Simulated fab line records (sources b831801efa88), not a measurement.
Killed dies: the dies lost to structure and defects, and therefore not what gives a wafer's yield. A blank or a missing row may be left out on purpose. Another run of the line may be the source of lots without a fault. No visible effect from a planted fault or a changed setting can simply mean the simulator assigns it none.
Which tool did it? | flow sky130 | at 1 step of a route of 708, 24 lots with 72 wafers sampled

WHAT THE GAUGES SHOWED, per wafer
SKY_METAL1_CD_MEAS_15: the cd target is 140 nm. Usual: cd nm at 140.3 nm, with a standard deviation of 1.3.
lot  | measured     | on        | cd nm (nm)        | flag
L074 | day 32 03:23 | cd sem-02 | 139.8 139.3 139.3 |
L075 | day 32 10:50 | cd sem-01 | 140.7 140.0 141.7 |
L076 | day 33 05:08 | cd sem-01 | 139.4 141.6 141.4 |
L077 | day 33 17:34 | cd sem-02 | 143.0 141.7 142.7 |
L078 | day 34 01:54 | cd sem-02 | 139.0 140.3 140.0 |
L079 | day 34 04:32 | cd sem-02 | 140.7 140.2 141.2 |
L080 | day 34 18:39 | cd sem-02 | 139.0 139.4 139.0 |
L081 | day 35 02:30 | cd sem-01 | 138.7 139.4 140.1 |
L082 | day 35 04:35 | cd sem-01 | 138.9 138.5 138.6 |
L083 | day 35 12:44 | cd sem-02 | 143.3 142.7 141.1 |
L084 | day 35 22:56 | cd sem-02 | 140.6 142.0 141.6 |
L086 | day 36 04:26 | cd sem-01 | 140.2 139.0 141.1 |
L085 | day 36 05:45 | cd sem-01 | 140.3 139.9 138.8 |
L087 | day 36 18:20 | cd sem-02 | 141.8 140.9 141.8 |
L088 | day 36 19:25 | cd sem-02 | 142.7 141.7 141.8 |
L089 | day 37 08:36 | cd sem-01 | 141.4 142.4 140.5 |
L090 | day 37 19:23 | cd sem-01 | 139.2 141.1 140.3 |
L091 | day 37 20:46 | cd sem-01 | 138.7 139.7 137.6 |
L093 | day 39 21:07 | cd sem-02 | 139.9 139.2 139.1 |
L094 | day 39 22:18 | cd sem-02 | 142.1 142.6 143.1 |
L092 | day 39 22:40 | cd sem-01 | 140.8 138.8 139.8 |
L095 | day 39 23:50 | cd sem-01 | 138.9 138.8 138.3 |
L096 | day 40 01:49 | cd sem-01 | 138.8 138.0 137.6 |
L097 | day 40 07:09 | cd sem-01 | 141.0 139.7 140.2 |

EACH LOT AND THE TOOL THAT RAN IT (in order: tool; ch and the chambers of the sampled wafers; start)
The record holds no process step before these readings.

WHAT THE TOOLS THEMSELVES READ (means of the sampled wafers that have a number; where no wafer has one, the mark that the record gives instead)
The record holds no such reading with a usual standard deviation.

THE ANSWER, worked out from the rows above alone
Rule: take the mean of a lot's wafers that have a number; if it is more than 3 standard deviations from the usual mean, the lot is off. A lot without any number at a reading at which 4 lots or more have one is off too. The other lots that the step has rows for count as sound. Order of review: gauges by route order, followed by the tools' own readings, for which a lot's mean as printed above is used. At the first step where some lot is off, the reading lying furthest off is the one used; lots without a number count as furthest.
Across all readings shown, no lot is off: no conclusion can be drawn from this.

WHAT THE SIMULATOR HAD INSERTED
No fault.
